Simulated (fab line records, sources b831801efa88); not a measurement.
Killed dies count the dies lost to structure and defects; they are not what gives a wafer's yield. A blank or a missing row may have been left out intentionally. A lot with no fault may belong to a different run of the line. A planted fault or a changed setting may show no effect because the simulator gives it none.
fab line records | flow sky130
record: lots: 13 wafers: 39 last-day: 50
route steps=708 shown SONOS_ONO@169 LDD_P@266 LDD_LDN@293 RES_XHIGH@341 CONTACT@422
lots untouched by any fault: they come from a run of this same line in which no faults occurred
start-h: hours from the record's opening day to when the first of the lot's shown wafers began | wait-h: hours elapsed since this lot's preceding step | " repeats the value in the row above | L1.1+2: several wafers, shown together as one row | - no value, or no start given | * or withheld: withheld | < > ~ a bound
route shown NAME@n: a module of which the file shows steps, and the number in the route of the first | usual: mean and standard deviation over wafers with no fault | same: alike in all rows | chamber/n: place in a boat | sites: readings site by site | _std_site: how widely they spread, as a standard deviation | _edge_site: inner sites' mean taken away from outer sites' mean | radius-mm: for every site, how far away it sits from the centre of the wafer | mask NAME#n: copy n | behind: tool/chamber where the wafer was last shaped | hold: the reason the lot was held/the length of the hold in hours/how it ended | device: transistor that didn't switch, given as n, p or np | end of line: tests of these same wafers at the route's end | step lacking rows: just its recipe | killed: at the first sort, the dies lost to defects and structure; wafer yield is something else | map: the dies of a wafer, with x for killed, . for not killed, _ for no die there
set.NAME: the run value of the setting; set.NAME@STEP: its run value at that earlier step | model.NAME: the simulator's own value behind a step, which no gauge read
the route's steps for a sample of lots (tables are steps, rows are wafers)
services: when a tool's chamber went out of use (start-h, in hours from the record's first day, below 0 if earlier), for how many hours, and the reason
== steps ==
step: SKY_SONOS_ONO_THK_MEAS_01
recipe: reads: SiO2_of_SONOS_ONO_OXIDATION_00
usual: SONOS_ONO_OXIDATION_THK: 2.61/0.06
columns lot.wafer tool chamber start-h wait-h SONOS_ONO_OXIDATION_THK[nm]
L950.1 film-metro-04 - 267.37 0.0 2.68
L950.3 " - " " 2.64
L950.5 " - " " 2.68
L951.3 film-metro-04 - 274.06 0.0 2.59
L951.4 " - " " 2.63
L951.6 " - " " 2.60
L952.1 film-metro-01 - 277.74 0.0 2.62
L952.5 " - " " 2.61
L952.6 " - " " 2.69
L953.2 film-metro-01 - 285.26 0.0 2.61
L953.3 " - " " 2.54
L953.6 " - " " 2.63
L954.3 film-metro-02 - 291.01 0.0 2.70
L954.4 " - " " 2.63
L954.5 " - " " 2.59
L956.2 film-metro-04 - 309.40 0.0 2.60
L956.5 " - " " 2.58
L956.6 " - " " 2.65
L965.3 film-metro-01 - 379.19 0.0 2.56
L965.5 " - " " 2.69
L965.6 " - " " 2.59
L967.1 film-metro-01 - 389.86 0.0 2.64
L967.2 " - " " 2.63
L967.6 " - " " 2.69
L968.1 film-metro-01 - 404.18 0.0 2.57
L968.2 " - " " 2.51
L968.6 " - " " 2.53
L969.1 film-metro-01 - 405.98 0.0 2.48
L969.2 " - " " 2.53
L969.5 " - " " 2.47
L970.1 film-metro-01 - 416.47 0.0 2.53
L970.2 " - " " 2.50
L970.5 " - " " 2.53
L971.3 film-metro-01 - 428.26 0.0 2.66
L971.4 " - " " 2.69
L971.6 " - " " 2.61
L972.1 film-metro-04 - 437.96 0.0 2.62
L972.3 " - " " 2.63
L972.5 " - " " 2.65
step: SKY_LDD_P_TW_MEAS_11
usual: LDD_P_TW: 635/3.6
columns lot.wafer tool chamber start-h wait-h LDD_P_TW
L950.1 film-metro-02 - 450.03 0.1 634
L950.3 " - " " 632
L950.5 " - " " 633
L951.3 film-metro-03 - 458.26 0.1 642
L951.4 " - " " 640
L951.6 " - " " 641
L952.1 film-metro-04 - 461.09 0.1 635
L952.5 " - " " 632
L952.6 " - " " 634
L953.2 film-metro-04 - 470.75 0.1 631
L953.3 " - " " 631
L953.6 " - " " 630
L954.3 film-metro-02 - 483.05 0.1 629
L954.4 " - " " 633
L954.5 " - " " 633
L956.2 film-metro-02 - 503.24 0.1 634
L956.5 " - " " 635
L956.6 " - " " 632
L965.3 film-metro-02 - 577.51 0.1 632
L965.5 " - " " 636
L965.6 " - " " 636
L967.1 film-metro-03 - 583.14 0.1 641
L967.2 " - " " 639
L967.6 " - " " 641
L968.1 film-metro-04 - 604.88 0.1 636
L968.2 " - " " 634
L968.6 " - " " 635
L969.1 film-metro-03 - 605.48 0.1 635
L969.2 " - " " 638
L969.5 " - " " 635
L970.1 film-metro-02 - 609.89 0.1 635
L970.2 " - " " 633
L970.5 " - " " 636
L971.3 film-metro-03 - 622.15 0.1 637
L971.4 " - " " 636
L971.6 " - " " 635
L972.1 film-metro-04 - 631.49 0.1 629
L972.3 " - " " 630
L972.5 " - " " 631
step: SKY_LDD_LDN_EXPOSE_04
recipe: mask-id: LDNTM na: 0.6 source-shape: conventional sigma-outer: 0.6 polarization: unpolarized target-cd-nm: 700 dose-mj: 140
columns lot.wafer tool chamber start-h wait-h mask
L950.1+3+5 iline-stepper-01 0 526.55 - LDNTM#0
L951.3+4+6 iline-stepper-02 0 535.29 - LDNTM#0
L952.1+5+6 iline-stepper-01 0 539.61 - LDNTM#0
L953.2+3+6 iline-stepper-02 0 546.92 - LDNTM#0
L954.3+4+5 iline-stepper-01 0 557.50 - LDNTM#0
L956.2+5+6 iline-stepper-01 0 579.12 - URPM#0
L965.3+5+6 iline-stepper-02 0 650.33 - LDNTM#0
L967.1+2+6 iline-stepper-02 0 656.94 - LDNTM#0
L968.1+2+6 iline-stepper-01 0 675.05 - LDNTM#0
L969.1+2+5 iline-stepper-01 0 676.62 - LDNTM#0
L970.1+2+5 iline-stepper-01 0 681.98 - LDNTM#0
L971.3+4+6 iline-stepper-01 0 693.71 - LDNTM#0
L972.1+3+5 iline-stepper-02 0 701.51 - LDNTM#0
step: SKY_LDD_LDN_OVL_MEAS_07
usual: LDD_LDN_OVL: 0.4/1.6
columns lot.wafer tool chamber start-h wait-h LDD_LDN_OVL[nm]
L950.1 overlay-01 - 541.89 0.1 1.1
L950.3 " - " " 4.0
L950.5 " - " " 1.7
L951.3 overlay-02 - 550.23 0.1 -1.5
L951.4 " - " " 1.4
L951.6 " - " " -2.0
L952.1 overlay-02 - 553.82 0.1 1.0
L952.5 " - " " 1.4
L952.6 " - " " 0.7
L953.2 overlay-02 - 561.24 0.1 1.1
L953.3 " - " " 1.4
L953.6 " - " " 2.8
L954.3 overlay-02 - 572.78 0.1 -2.9
L954.4 " - " " -1.3
L954.5 " - " " -1.2
L956.2 overlay-01 - 592.98 0.1 -
L956.5 " - " " -
L956.6 " - " " -
L965.3 overlay-01 - 663.98 0.1 -0.3
L965.5 " - " " -2.4
L965.6 " - " " -0.9
L967.1 overlay-02 - 670.22 0.1 0.3
L967.2 " - " " 0.4
L967.6 " - " " -0.4
L968.1 overlay-02 - 689.64 0.1 3.5
L968.2 " - " " -1.7
L968.6 " - " " 1.0
L969.1 overlay-01 - 690.84 0.1 2.3
L969.2 " - " " 2.3
L969.5 " - " " 1.9
L970.1 overlay-02 - 695.52 0.1 0.0
L970.2 " - " " 1.3
L970.5 " - " " 1.6
L971.3 overlay-02 - 706.78 0.1 1.2
L971.4 " - " " 1.5
L971.6 " - " " 2.7
L972.1 overlay-01 - 715.74 0.1 0.1
L972.3 " - " " 0.2
L972.5 " - " " -0.9
step: SKY_LDD_LDN_TW_MEAS_13
usual: LDD_LDN_TW: 1472/6.3
columns lot.wafer tool chamber start-h wait-h LDD_LDN_TW
L950.1 film-metro-04 - 542.62 0.1 1464
L950.3 " - " " 1469
L950.5 " - " " 1470
L951.3 film-metro-02 - 550.98 0.1 1480
L951.4 " - " " 1475
L951.6 " - " " 1483
L952.1 film-metro-02 - 554.56 0.1 1468
L952.5 " - " " 1473
L952.6 " - " " 1480
L953.2 film-metro-02 - 561.98 0.1 1462
L953.3 " - " " 1474
L953.6 " - " " 1475
L954.3 film-metro-02 - 573.53 0.1 1474
L954.4 " - " " 1470
L954.5 " - " " 1474
L956.2 film-metro-01 - 593.72 0.1 30
L956.5 " - " " 30
L956.6 " - " " 30
L965.3 film-metro-02 - 664.73 0.1 1471
L965.5 " - " " 1463
L965.6 " - " " 1470
L967.1 film-metro-04 - 670.96 0.1 1476
L967.2 " - " " 1460
L967.6 " - " " 1472
L968.1 film-metro-02 - 690.37 0.1 1477
L968.2 " - " " 1474
L968.6 " - " " 1473
L969.1 film-metro-04 - 691.57 0.1 1473
L969.2 " - " " 1477
L969.5 " - " " 1483
L970.1 film-metro-04 - 696.26 0.1 1479
L970.2 " - " " 1486
L970.5 " - " " 1475
L971.3 film-metro-01 - 707.53 0.1 1469
L971.4 " - " " 1469
L971.6 " - " " 1478
L972.1 film-metro-01 - 716.47 0.1 1465
L972.3 " - " " 1469
L972.5 " - " " 1463
step: SKY_RES_XHIGH_TW_MEAS_09
usual: RES_XHIGH_TW: 1639/13
columns lot.wafer tool chamber start-h wait-h RES_XHIGH_TW
L950.1 film-metro-04 - 633.44 0.1 1626
L950.3 " - " " 1648
L950.5 " - " " 1631
L951.3 film-metro-03 - 640.91 0.1 1638
L951.4 " - " " 1648
L951.6 " - " " 1637
L952.1 film-metro-01 - 643.67 0.1 1628
L952.5 " - " " 1630
L952.6 " - " " 1635
L953.2 film-metro-01 - 651.98 0.1 1633
L953.3 " - " " 1629
L953.6 " - " " 1628
L954.3 film-metro-03 - 662.25 0.1 1647
L954.4 " - " " 1650
L954.5 " - " " 1652
L956.2 film-metro-03 - 682.90 0.1 1916
L956.5 " - " " 1921
L956.6 " - " " 1920
L965.3 film-metro-01 - 751.19 0.1 1628
L965.5 " - " " 1637
L965.6 " - " " 1633
L967.1 film-metro-01 - 756.72 0.1 1630
L967.2 " - " " 1623
L967.6 " - " " 1629
L968.1 film-metro-04 - 774.69 0.1 1644
L968.2 " - " " 1631
L968.6 " - " " 1635
L969.1 film-metro-01 - 777.44 0.1 1630
L969.2 " - " " 1637
L969.5 " - " " 1624
L970.1 film-metro-03 - 781.44 0.1 1654
L970.2 " - " " 1649
L970.5 " - " " 1660
L971.3 film-metro-03 - 791.84 0.1 1653
L971.4 " - " " 1656
L971.6 " - " " 1666
L972.1 film-metro-01 - 798.54 0.1 1612
L972.3 " - " " 1628
L972.5 " - " " 1621
step: SKY_CONTACT_ETCH_16
recipe: chemistry: N2/H2 target: BARC ion-energy-ev: 200 source-w: 500 bias-w: 100 pressure-mtorr: 30 n2-flow-sccm: 100 h2-flow-sccm: 200 stop-on: SiO2 time-s: 45.9 target-depth-a: 600
usual: drypump-motor-current-A: 5.6/0.41 n2-flow-sccm: 100.0/0.31 oes-product-au: 0.855/0.005 throttle-valve-pct: 13.225/0.0084
columns lot.wafer tool chamber start-h wait-h drypump-motor-current-A n2-flow-sccm oes-product-au rf-hours-counter-h throttle-valve-pct
L950.1 rie-diel-02 2 749.74 0.0 5.8 100.8 0.852 12 13.225
L950.3 " 1 " " 5.5 99.9 0.857 11 13.226
L950.5 " 0 " " 6.5 100.3 0.856 - 13.231
L951.3 rie-diel-02 3 757.04 0.0 5.6 100.0 0.856 27 13.223
L951.4 " 2 " " 5.8 100.0 0.847 12 13.237
L951.6 " 1 " " 5.4 99.4 0.850 - 13.223
L952.1 rie-diel-02 2 759.09 0.0 5.8 99.6 0.858 12 13.225
L952.5 " 2 " " 5.8 100.2 0.855 - 13.221
L952.6 " 3 " " 5.7 100.0 0.856 - 13.214
L953.2 rie-diel-04 2 767.73 0.0 5.7 100.0 0.854 6 13.236
L953.3 " 0 " " 5.9 100.2 0.851 11 13.225
L953.6 " 0 " " 5.9 99.7 0.855 - 13.235
L954.3 rie-diel-02 0 776.68 0.0 6.5 99.2 0.852 28 13.226
L954.4 " 1 " " 5.4 100.0 0.861 12 13.225
L954.5 " 1 " " 5.4 99.7 0.863 - 13.222
L956.2 rie-diel-01 3 796.99 0.0 5.0 100.0 0.851 5 13.232
L956.5 " 0 " " 4.9 100.3 0.855 - 13.217
L956.6 " 3 " " 5.0 100.1 0.852 - 13.215
L965.3 rie-diel-04 2 861.34 0.0 5.6 100.5 0.852 10 13.235
L965.5 " 1 " " 5.9 99.8 0.852 - 13.207
L965.6 " 0 " " 5.9 99.4 0.853 - 13.224
L967.1 rie-diel-04 2 865.39 0.0 5.6 99.7 0.853 10 13.228
L967.2 " 1 " " 5.9 100.2 0.853 25 13.240
L967.6 " 3 " " 5.1 100.1 0.852 - 13.228
L968.1 rie-diel-04 3 882.44 0.0 5.1 99.9 0.861 2 13.214
L968.2 " 2 " " 5.6 99.9 0.852 11 13.231
L968.6 " 0 " " 5.9 100.2 0.863 - 13.224
L969.1 rie-diel-04 1 886.79 0.0 5.9 99.1 0.856 25 13.218
L969.2 " 3 " " 5.1 100.3 0.859 2 13.223
L969.5 " 0 " " 5.9 99.8 0.861 - 13.221
L970.1 rie-diel-01 0 891.28 0.0 5.0 100.1 0.854 17 13.228
L970.2 " 2 " " 5.7 99.8 0.859 6 13.210
L970.5 " 2 " " 5.8 100.3 0.867 - 13.215
L971.3 rie-diel-04 3 899.89 0.0 5.0 99.4 0.862 3 13.225
L971.4 " 2 " " 5.7 100.3 0.850 11 13.228
L971.6 " 0 " " 5.9 99.0 0.864 - 13.200
L972.1 rie-diel-02 0 905.43 0.0 6.5 99.8 0.860 1 13.216
L972.3 " 2 " " 5.8 100.2 0.858 17 13.216
L972.5 " 3 " " 5.7 99.9 0.851 - 13.229
== services ==
columns tool chamber start-h hours kind
rie-diel-04 1 514.48 5.9 repair
iline-stepper-01 - 543.17 2.0 repair
rie-diel-02 - 564.69 2.8 pm
rie-diel-02 - 601.68 14.6 pm
iline-stepper-02 - 615.19 1.7 pm
iline-stepper-02 - 625.45 8.9 pm
iline-stepper-02 - 635.02 9.2 repair
rie-diel-02 2 642.89 1.7 repair
iline-stepper-01 - 644.29 1.7 pm
iline-stepper-01 - 664.77 6.7 repair
rie-diel-02 - 668.11 10.0 pm
rie-diel-04 - 679.77 0.2 repair
rie-diel-04 2 688.11 2.5 repair
rie-diel-04 0 693.84 6.4 repair
iline-stepper-02 - 773.46 0.9 repair
rie-diel-02 2 780.93 19.0 repair
rie-diel-04 1 804.57 18.5 repair
iline-stepper-01 - 807.84 4.4 pm
iline-stepper-02 - 833.37 1.7 pm
iline-stepper-01 - 854.03 1.7 pm
iline-stepper-01 - 865.83 17.0 repair
iline-stepper-01 - 870.90 13.3 repair
rie-diel-04 2 876.31 1.4 repair
rie-diel-02 2 896.12 3.5 repair
== key ==
first-sign: step: SKY_LDD_LDN_EXPOSE_04 reading: mask direction: changed
effect: step: SKY_LDD_LDN_OVL_MEAS_07 reading: LDD_LDN_OVL direction: missing
effect: step: SKY_LDD_LDN_TW_MEAS_13 reading: LDD_LDN_TW direction: down sigmas: 99+ usual: 1472 struck: 30
effect: step: SKY_RES_XHIGH_TW_MEAS_09 reading: RES_XHIGH_TW direction: up sigmas: 22 usual: 1639 struck: 1919
met-at SKY_LDD_LDN_EXPOSE_04
struck-lots L956
sort-left-out L956.2,L956.5,L956.6
tester-left-out L956
not-acting-at SKY_SONOS_ONO_THK_MEAS_01,SKY_LDD_P_TW_MEAS_11,SKY_CONTACT_ETCH_16
onset-between 557.50 579.12
fault: kind: wrong-mask tool: any chamber: - onset-h: 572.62 steps: SKY_LDD_LDN_EXPOSE_04 aux-copy: URPM#0 scope: struck-lots-only
tester-left-out: of these lots the tester's yield and bins aren't shown, on N5 and GAA mostly nor the transistor test; their killed dies are dies lost to structure and defects alone, not to doping, threshold or leakage, so they don't give the yield
sort-left-out: the simulated sort isn't trusted on such a fault, so these wafers' sort isn't shown, and their yield isn't known
